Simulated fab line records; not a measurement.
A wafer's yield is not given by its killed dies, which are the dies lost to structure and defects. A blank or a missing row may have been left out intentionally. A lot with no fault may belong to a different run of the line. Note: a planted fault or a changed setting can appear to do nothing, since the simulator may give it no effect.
Which tool is to blame? / flow sky130 / 12 lots with 36 wafers sampled at 5 steps, on a route of 708 steps

## WHAT THE GAUGES SHOWED, per wafer
SKY_VT_ADJUST_NCORE_CD_MEAS_07: target cd 380 nm.
lot=L435; measured=day 9 01:25; on=cd sem-02; cd nm (nm)=378.3 379.7 379.3
lot=L438; measured=day 9 22:08; on=cd sem-01; cd nm (nm)=383.9 383.0 385.8
lot=L443; measured=day 11 15:17; on=cd sem-02; cd nm (nm)=380.9 380.4 381.3
lot=L444; measured=day 12 02:40; on=cd sem-01; cd nm (nm)=382.7 381.1 384.9
lot=L447; measured=day 12 20:41; on=cd sem-01; cd nm (nm)=378.6 377.9 378.4
lot=L448; measured=day 13 02:25; on=cd sem-01; cd nm (nm)=381.4 379.4 381.1
lot=L449; measured=day 13 15:13; on=cd sem-02; cd nm (nm)=372.3 375.7 377.5
lot=L451; measured=day 13 22:19; on=cd sem-01; cd nm (nm)=379.6 380.4 380.0
lot=L453; measured=day 14 13:47; on=cd sem-02; cd nm (nm)=381.5 379.9 378.3
lot=L454; measured=day 15 08:30; on=cd sem-01; cd nm (nm)=381.5 383.3 379.5
lot=L456; measured=day 15 14:10; on=cd sem-01; cd nm (nm)=377.0 378.6 380.5
lot=L455; measured=day 15 14:37; on=cd sem-01; cd nm (nm)=378.0 376.8 378.4

SKY_VT_ADJUST_HVTR_TW_MEAS_11.
lot=L435; measured=day 10 00:16; on=film metro-01; VT_ADJUST_HVTR_TW=212.6 212.6 212.9
lot=L438; measured=day 10 21:08; on=film metro-01; VT_ADJUST_HVTR_TW=212.4 213.4 213.2
lot=L443; measured=day 12 16:25; on=film metro-01; VT_ADJUST_HVTR_TW=199.7 199.9 199.5
lot=L444; measured=day 13 04:34; on=film metro-02; VT_ADJUST_HVTR_TW=199.7 198.7 198.9
lot=L447; measured=day 13 22:04; on=film metro-02; VT_ADJUST_HVTR_TW=199.7 199.0 197.5
lot=L448; measured=day 14 05:08; on=film metro-03; VT_ADJUST_HVTR_TW=211.1 210.8 211.4
lot=L449; measured=day 14 18:31; on=film metro-03; VT_ADJUST_HVTR_TW=211.0 210.4 209.1
lot=L451; measured=day 15 01:05; on=film metro-02; VT_ADJUST_HVTR_TW=213.2 211.9 212.1
lot=L453; measured=day 15 17:39; on=film metro-01; VT_ADJUST_HVTR_TW=209.2 212.2 210.3
lot=L454; measured=day 16 13:31; on=film metro-03; VT_ADJUST_HVTR_TW=211.6 211.5 210.7
lot=L456; measured=day 16 18:32; on=film metro-01; VT_ADJUST_HVTR_TW=212.4 211.9 211.5
lot=L455; measured=day 16 19:28; on=film metro-02; VT_ADJUST_HVTR_TW=211.6 210.7 211.4

## WHAT TOOL EACH LOT RAN ON (gives the tool, then ch and the chambers of the sampled wafers, and finally the start)
lot=L435; SKY_VT_ADJUST_LVTN_STRIP_09=plasma asher-01 ch 0,1, day 7 09:38; SKY_VT_ADJUST_LVTN_STRIP_20=plasma asher-03 ch 0,1, day 8 04:50; SKY_VT_ADJUST_HVTR_IMPLANT_09=implanter-02 ch 0, day 10 00:02
lot=L438; SKY_VT_ADJUST_LVTN_STRIP_09=plasma asher-01 ch 0,1, day 8 03:13; SKY_VT_ADJUST_LVTN_STRIP_20=plasma asher-01 ch 0,1, day 9 00:34; SKY_VT_ADJUST_HVTR_IMPLANT_09=implanter-04 ch 0, day 10 20:54
lot=L443; SKY_VT_ADJUST_LVTN_STRIP_09=plasma asher-01 ch 0,1, day 9 16:38; SKY_VT_ADJUST_LVTN_STRIP_20=plasma asher-04 ch 0,1, day 10 15:14; SKY_VT_ADJUST_HVTR_IMPLANT_09=implanter-04 ch 0, day 12 16:12
lot=L444; SKY_VT_ADJUST_LVTN_STRIP_09=plasma asher-04 ch 0,1, day 10 03:51; SKY_VT_ADJUST_LVTN_STRIP_20=plasma asher-04 ch 0,1, day 11 03:32; SKY_VT_ADJUST_HVTR_IMPLANT_09=implanter-04 ch 0, day 13 04:20
lot=L447; SKY_VT_ADJUST_LVTN_STRIP_09=plasma asher-04 ch 0, day 10 20:13; SKY_VT_ADJUST_LVTN_STRIP_20=plasma asher-01 ch 0,1, day 11 20:31; SKY_VT_ADJUST_HVTR_IMPLANT_09=implanter-04 ch 0, day 13 21:50
lot=L448; SKY_VT_ADJUST_LVTN_STRIP_09=plasma asher-03 ch 0,1, day 11 01:24; SKY_VT_ADJUST_LVTN_STRIP_20=plasma asher-04 ch 0,1, day 12 01:12; SKY_VT_ADJUST_HVTR_IMPLANT_09=implanter-03 ch 0, day 14 04:53
lot=L449; SKY_VT_ADJUST_LVTN_STRIP_09=plasma asher-03 ch 0,1, day 11 12:43; SKY_VT_ADJUST_LVTN_STRIP_20=plasma asher-04 ch 0,1, day 12 13:52; SKY_VT_ADJUST_HVTR_IMPLANT_09=implanter-03 ch 0, day 14 18:16
lot=L451; SKY_VT_ADJUST_LVTN_STRIP_09=plasma asher-04 ch 0,1, day 11 20:52; SKY_VT_ADJUST_LVTN_STRIP_20=plasma asher-04 ch 0,1, day 12 21:19; SKY_VT_ADJUST_HVTR_IMPLANT_09=implanter-02 ch 0, day 15 00:50
lot=L453; SKY_VT_ADJUST_LVTN_STRIP_09=plasma asher-03 ch 0,1, day 12 11:01; SKY_VT_ADJUST_LVTN_STRIP_20=plasma asher-04 ch 1, day 13 12:03; SKY_VT_ADJUST_HVTR_IMPLANT_09=implanter-03 ch 0, day 15 17:25
lot=L454; SKY_VT_ADJUST_LVTN_STRIP_09=plasma asher-04 ch 0, day 13 03:22; SKY_VT_ADJUST_LVTN_STRIP_20=plasma asher-03 ch 0,1, day 14 05:39; SKY_VT_ADJUST_HVTR_IMPLANT_09=implanter-02 ch 0, day 16 13:16
lot=L456; SKY_VT_ADJUST_LVTN_STRIP_09=plasma asher-04 ch 0,1, day 13 09:12; SKY_VT_ADJUST_LVTN_STRIP_20=plasma asher-03 ch 1, day 14 11:22; SKY_VT_ADJUST_HVTR_IMPLANT_09=implanter-02 ch 0, day 16 18:17
lot=L455; SKY_VT_ADJUST_LVTN_STRIP_09=plasma asher-04 ch 0,1, day 13 09:31; SKY_VT_ADJUST_LVTN_STRIP_20=plasma asher-01 ch 0,1, day 14 11:27; SKY_VT_ADJUST_HVTR_IMPLANT_09=implanter-03 ch 0, day 16 19:13
- SKY_VT_ADJUST_LVTN_STRIP_09: strips in O2/N2.
- SKY_VT_ADJUST_LVTN_STRIP_20: strips in O2/N2.
- SKY_VT_ADJUST_HVTR_IMPLANT_09

## AS READ BY THE TOOLS THEMSELVES (means over the sampled wafers that have a number; for cases with no such wafer, the mark the record gives instead)
SKY_VT_ADJUST_LVTN_STRIP_09.
lot=L435; tool=plasma asher-01; drypump motor current A (A)=5.3; o2 flow sccm (sccm)=2999; oes product au (a.u.)=0.722; strip time to endpoint s (s)=37.04
lot=L438; tool=plasma asher-01; drypump motor current A (A)=5.2; o2 flow sccm (sccm)=2995; oes product au (a.u.)=0.722; strip time to endpoint s (s)=36.94
lot=L443; tool=plasma asher-01; drypump motor current A (A)=5.2; o2 flow sccm (sccm)=3000; oes product au (a.u.)=0.720; strip time to endpoint s (s)=37.03
lot=L444; tool=plasma asher-04; drypump motor current A (A)=6.0; o2 flow sccm (sccm)=2995; oes product au (a.u.)=0.721; strip time to endpoint s (s)=36.74
lot=L447; tool=plasma asher-04; drypump motor current A (A)=5.8; o2 flow sccm (sccm)=3002; oes product au (a.u.)=0.724; strip time to endpoint s (s)=36.81
lot=L448; tool=plasma asher-03; drypump motor current A (A)=5.1; o2 flow sccm (sccm)=3008; oes product au (a.u.)=0.720; strip time to endpoint s (s)=36.94
lot=L449; tool=plasma asher-03; drypump motor current A (A)=5.2; o2 flow sccm (sccm)=2992; oes product au (a.u.)=0.721; strip time to endpoint s (s)=36.87
lot=L451; tool=plasma asher-04; drypump motor current A (A)=6.0; o2 flow sccm (sccm)=2993; oes product au (a.u.)=0.721; strip time to endpoint s (s)=36.87
lot=L453; tool=plasma asher-03; drypump motor current A (A)=5.1; o2 flow sccm (sccm)=3001; oes product au (a.u.)=0.722; strip time to endpoint s (s)=36.89
lot=L454; tool=plasma asher-04; drypump motor current A (A)=5.8; o2 flow sccm (sccm)=2998; oes product au (a.u.)=0.727; strip time to endpoint s (s)=37.01
lot=L456; tool=plasma asher-04; drypump motor current A (A)=5.9; o2 flow sccm (sccm)=3002; oes product au (a.u.)=0.722; strip time to endpoint s (s)=36.97
lot=L455; tool=plasma asher-04; drypump motor current A (A)=6.1; o2 flow sccm (sccm)=2998; oes product au (a.u.)=0.717; strip time to endpoint s (s)=37.04

SKY_VT_ADJUST_LVTN_STRIP_20.
lot=L435; tool=plasma asher-03; drypump motor current A (A)=5.0; o2 flow sccm (sccm)=3006; oes product au (a.u.)=0.714; strip time to endpoint s (s)=14.17
lot=L438; tool=plasma asher-01; drypump motor current A (A)=5.3; o2 flow sccm (sccm)=2995; oes product au (a.u.)=0.722; strip time to endpoint s (s)=14.18
lot=L443; tool=plasma asher-04; drypump motor current A (A)=6.0; o2 flow sccm (sccm)=2995; oes product au (a.u.)=0.713; strip time to endpoint s (s)=14.21
lot=L444; tool=plasma asher-04; drypump motor current A (A)=6.1; o2 flow sccm (sccm)=2996; oes product au (a.u.)=0.715; strip time to endpoint s (s)=14.12
lot=L447; tool=plasma asher-01; drypump motor current A (A)=5.3; o2 flow sccm (sccm)=3003; oes product au (a.u.)=0.714; strip time to endpoint s (s)=14.21
lot=L448; tool=plasma asher-04; drypump motor current A (A)=6.0; o2 flow sccm (sccm)=2998; oes product au (a.u.)=0.718; strip time to endpoint s (s)=14.16
lot=L449; tool=plasma asher-04; drypump motor current A (A)=6.0; o2 flow sccm (sccm)=2997; oes product au (a.u.)=0.715; strip time to endpoint s (s)=14.17
lot=L451; tool=plasma asher-04; drypump motor current A (A)=6.0; o2 flow sccm (sccm)=3000; oes product au (a.u.)=0.719; strip time to endpoint s (s)=14.21
lot=L453; tool=plasma asher-04; drypump motor current A (A)=6.2; o2 flow sccm (sccm)=2997; oes product au (a.u.)=0.715; strip time to endpoint s (s)=14.17
lot=L454; tool=plasma asher-03; drypump motor current A (A)=5.0; o2 flow sccm (sccm)=2996; oes product au (a.u.)=0.718; strip time to endpoint s (s)=14.18
lot=L456; tool=plasma asher-03; drypump motor current A (A)=4.8; o2 flow sccm (sccm)=2998; oes product au (a.u.)=0.712; strip time to endpoint s (s)=14.17
lot=L455; tool=plasma asher-01; drypump motor current A (A)=5.2; o2 flow sccm (sccm)=2996; oes product au (a.u.)=0.712; strip time to endpoint s (s)=14.15

SKY_VT_ADJUST_HVTR_IMPLANT_09.
lot=L435; tool=implanter-02; dose ions cm2=2.0965e+12; faraday current uA=11.91
lot=L438; tool=implanter-04; dose ions cm2=2.0984e+12; faraday current uA=12.16
lot=L443; tool=implanter-04; dose ions cm2=1.6785e+12; faraday current uA=9.42
lot=L444; tool=implanter-04; dose ions cm2=1.6788e+12; faraday current uA=9.49
lot=L447; tool=implanter-04; dose ions cm2=1.6793e+12; faraday current uA=9.46
lot=L448; tool=implanter-03; dose ions cm2=2.0997e+12; faraday current uA=11.82
lot=L449; tool=implanter-03; dose ions cm2=2.1007e+12; faraday current uA=11.81
lot=L451; tool=implanter-02; dose ions cm2=2.1036e+12; faraday current uA=11.74
lot=L453; tool=implanter-03; dose ions cm2=2.0975e+12; faraday current uA=12.02
lot=L454; tool=implanter-02; dose ions cm2=2.0973e+12; faraday current uA=11.83
lot=L456; tool=implanter-02; dose ions cm2=2.1028e+12; faraday current uA=11.84
lot=L455; tool=implanter-03; dose ions cm2=2.0977e+12; faraday current uA=11.65

## THE ANSWER, worked out from the rows above alone
Rule: the usual values come from the lots themselves. The widest of any qualifying gaps counts: lots, ordered by their means at a reading, are off when they make up no more than a third of the lots, leave a main group of 4 or more, and stand apart from it by 3 or more times the standard deviation of that group's means. If all means in a main group match to the digits the tables above print for the reading, that group is not used. Also off: a lot with no number at a reading for which 4 or more lots have one. All remaining lots with rows at the step are treated as sound. The gauges are gone through in route order, then the tools' own readings, and for those a lot's mean is taken as printed above. The first step at which some lot is off is used, and at that step the reading that is off furthest; a lot without a number counts as furthest.
Off: L443, L444, L447, seen at SKY_VT_ADJUST_HVTR_TW_MEAS_11 (VT_ADJUST_HVTR_TW). The main group: mean 211.6, standard deviation 0.92.
If a tool, at a process step before that reading, ran all the lots that are off and no sound lot after the first of them, it fits. The gauges at SKY_VT_ADJUST_HVTR_TW_MEAS_11 aren't tried: what is off there is off at SKY_VT_ADJUST_HVTR_IMPLANT_09 too, on other tools, and a gauge's error can't cause that. One fits: SKY_VT_ADJUST_HVTR_IMPLANT_09 on implanter-04. A fault onset in the window from L438 (day 10 20:54, its last sound lot) to L443 (day 12 16:12, its first lot off) fits.
The tool's own readings at SKY_VT_ADJUST_HVTR_IMPLANT_09 bear it out: on the lots that are off they differ by more than 5 times the standard deviation of the sound lots' means. dose ions cm2 reads 1.6789e+12 there against 2.0994e+12 on the sound lots; faraday current uA reads 9.46 there against 11.86 on the sound lots.

## WHAT WAS PUT IN BY THE SIMULATOR
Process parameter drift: implanter-04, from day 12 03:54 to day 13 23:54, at SKY_VT_ADJUST_HVTR_IMPLANT_09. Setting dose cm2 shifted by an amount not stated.
Struck lots among those shown: L443, L444, L447. This agrees with what the rule above found.
